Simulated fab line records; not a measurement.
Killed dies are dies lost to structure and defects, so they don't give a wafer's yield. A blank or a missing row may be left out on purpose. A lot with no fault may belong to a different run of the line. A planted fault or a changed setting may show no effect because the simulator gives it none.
Split-lot trial || flow sfq-line || 15 wafers read across 5 lots, on a route 325 steps long

== THE SPLIT ITSELF ==
At SFQ_TRILAYER_M3_LITHO_COAT_080 (resist thk 62 nm), the setting resist-thk-nm was moved away from the recipe's 62 nm on 6 of the 15 wafers read, by -5.5% to +5.2%. For the rest of the wafers, this setting stayed at what the recipe calls for.

The file shows no step between the split and the reading.

== THE READING ==
etch.depth-nm (the simulator's own value, which no gauge read), in nm, at SFQ_TRILAYER_M3_BARC_OPEN_METAL_ETCH_100 (etches BARC in O2, target depth 125 nm, time 41.7 s). No usual value for it is given in the file. Average 62.03 nm, standard deviation 0.14 nm, over the 9 wafers here run with the recipe.

{"wafer": "L075.1", "tool, chamber at the split": "litho-track-04, 0", "resist-thk-nm as run, nm": 59.71, "against the recipe": "-3.7%", "etch.depth-nm, nm": 59.66, "against lot-mates on the recipe": "no lot-mate on the recipe"}
{"wafer": "L075.3", "tool, chamber at the split": "litho-track-04, 0", "resist-thk-nm as run, nm": 59.71, "against the recipe": "-3.7%", "etch.depth-nm, nm": 59.58, "against lot-mates on the recipe": "no lot-mate on the recipe"}
{"wafer": "L077.4", "tool, chamber at the split": "litho-track-01, 0", "resist-thk-nm as run, nm": 65.25, "against the recipe": "+5.2%", "etch.depth-nm, nm": 65.17, "against lot-mates on the recipe": "+3.25"}
{"wafer": "L077.5", "tool, chamber at the split": "litho-track-01, 0", "resist-thk-nm as run, nm": 62, "against the recipe": "recipe", "etch.depth-nm, nm": 62.07, "against lot-mates on the recipe": "-"}
{"wafer": "L077.6", "tool, chamber at the split": "litho-track-01, 0", "resist-thk-nm as run, nm": 62, "against the recipe": "recipe", "etch.depth-nm, nm": 61.78, "against lot-mates on the recipe": "-"}
{"wafer": "L079.2", "tool, chamber at the split": "litho-track-03, 0", "resist-thk-nm as run, nm": 62, "against the recipe": "recipe", "etch.depth-nm, nm": 62.02, "against lot-mates on the recipe": "-"}
{"wafer": "L079.4", "tool, chamber at the split": "litho-track-03, 0", "resist-thk-nm as run, nm": 62, "against the recipe": "recipe", "etch.depth-nm, nm": 62.04, "against lot-mates on the recipe": "-"}
{"wafer": "L079.5", "tool, chamber at the split": "litho-track-03, 0", "resist-thk-nm as run, nm": 62, "against the recipe": "recipe", "etch.depth-nm, nm": 62.05, "against lot-mates on the recipe": "-"}
{"wafer": "L083.3", "tool, chamber at the split": "litho-track-03, 0", "resist-thk-nm as run, nm": 62, "against the recipe": "recipe", "etch.depth-nm, nm": 62.1, "against lot-mates on the recipe": "-"}
{"wafer": "L083.6", "tool, chamber at the split": "litho-track-03, 0", "resist-thk-nm as run, nm": 62, "against the recipe": "recipe", "etch.depth-nm, nm": 61.82, "against lot-mates on the recipe": "-"}
{"wafer": "L084.1", "tool, chamber at the split": "litho-track-01, 0", "resist-thk-nm as run, nm": 58.58, "against the recipe": "-5.5%", "etch.depth-nm, nm": 58.74, "against lot-mates on the recipe": -3.47}
{"wafer": "L084.2", "tool, chamber at the split": "litho-track-01, 0", "resist-thk-nm as run, nm": 62, "against the recipe": "recipe", "etch.depth-nm, nm": 62.14, "against lot-mates on the recipe": "-"}
{"wafer": "L084.3", "tool, chamber at the split": "litho-track-01, 0", "resist-thk-nm as run, nm": 58.58, "against the recipe": "-5.5%", "etch.depth-nm, nm": 58.81, "against lot-mates on the recipe": -3.40}
{"wafer": "L084.4", "tool, chamber at the split": "litho-track-01, 0", "resist-thk-nm as run, nm": 62, "against the recipe": "recipe", "etch.depth-nm, nm": 62.28, "against lot-mates on the recipe": "-"}
{"wafer": "L084.5", "tool, chamber at the split": "litho-track-01, 0", "resist-thk-nm as run, nm": 58.58, "against the recipe": "-5.5%", "etch.depth-nm, nm": 58.74, "against lot-mates on the recipe": -3.47}

THE FIT
A straight line over all 15 wafers: etch.depth-nm changes by +0.603 nm for each +1% of resist-thk-nm; r = +1.00; the points scatter about the line by 0.14 nm.
The same after taking each lot's own level away (the mean of its wafers on the recipe; 13 wafers): +0.623 nm for each +1%; r = +1.00; scatter 0.093 nm.
According to that fit, moving resist-thk-nm by its largest amount changes the reading by 3.4 nm.
The span of the lots' own levels, 61.925 to 62.210 nm, comes to 2.0 times the standard deviation stated above.
Hence the lot-to-lot level has little effect on the slope; both slopes agree.
Check: with one of the wafers moved furthest among these (-5.5%) left out of the fit, the line predicts -3.43 nm for it against its lot-mates. It came out at -3.47 nm against them.

== THESE WAFERS: OTHER SPLITS ==
These wafers also went through other splits before the reading. Each is held against what the fit with the lots' levels taken away leaves over:
{"other split on the same wafers": "SFQ_TRILAYER_M2_LITHO_EXPOSE_058 dose-mj", "wafers away from the commonest value": 6, "r with etch.depth-nm (lot level and that fit taken away)": "+0.10"}
{"other split on the same wafers": "SFQ_TRILAYER_I2_DEP_PECVD_063 time-s", "wafers away from the commonest value": 6, "r with etch.depth-nm (lot level and that fit taken away)": -0.45}
{"other split on the same wafers": "SFQ_TRILAYER_I2_VIA_LITHO_COAT_072 spin-rpm", "wafers away from the commonest value": 5, "r with etch.depth-nm (lot level and that fit taken away)": -0.19}
{"other split on the same wafers": "SFQ_TRILAYER_I2_VIA_BARC_OPEN_VIA_ETCH_096 time-s", "wafers away from the commonest value": 3, "r with etch.depth-nm (lot level and that fit taken away)": -0.11}

== THE WHOLE CHAIN: every reading that the file lists as answering this split, in the file's order ==
{"step": "SFQ_TRILAYER_M3_LITHO_COAT_080", "what it does": "resist thk 62 nm", "reading": "BARC_of_TRILAYER_M3_LITHO_COAT_080.thk-nm (the simulator's own value, which no gauge read)", "change (the file's fit)": "+0.624 nm for each +1% of the setting", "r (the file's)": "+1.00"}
{"step": "SFQ_TRILAYER_M3_BARC_OPEN_METAL_ETCH_100", "what it does": "etches BARC in O2, target depth 125 nm, time 41.7 s", "reading": "etch.depth-nm (the simulator's own value, which no gauge read)", "change (the file's fit)": "+0.623 nm for each +1% of the setting", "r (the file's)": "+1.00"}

== FILE'S OWN FIT ==
etch.depth-nm changes by +0.623 nm for each +1% of resist-thk-nm, r = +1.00.
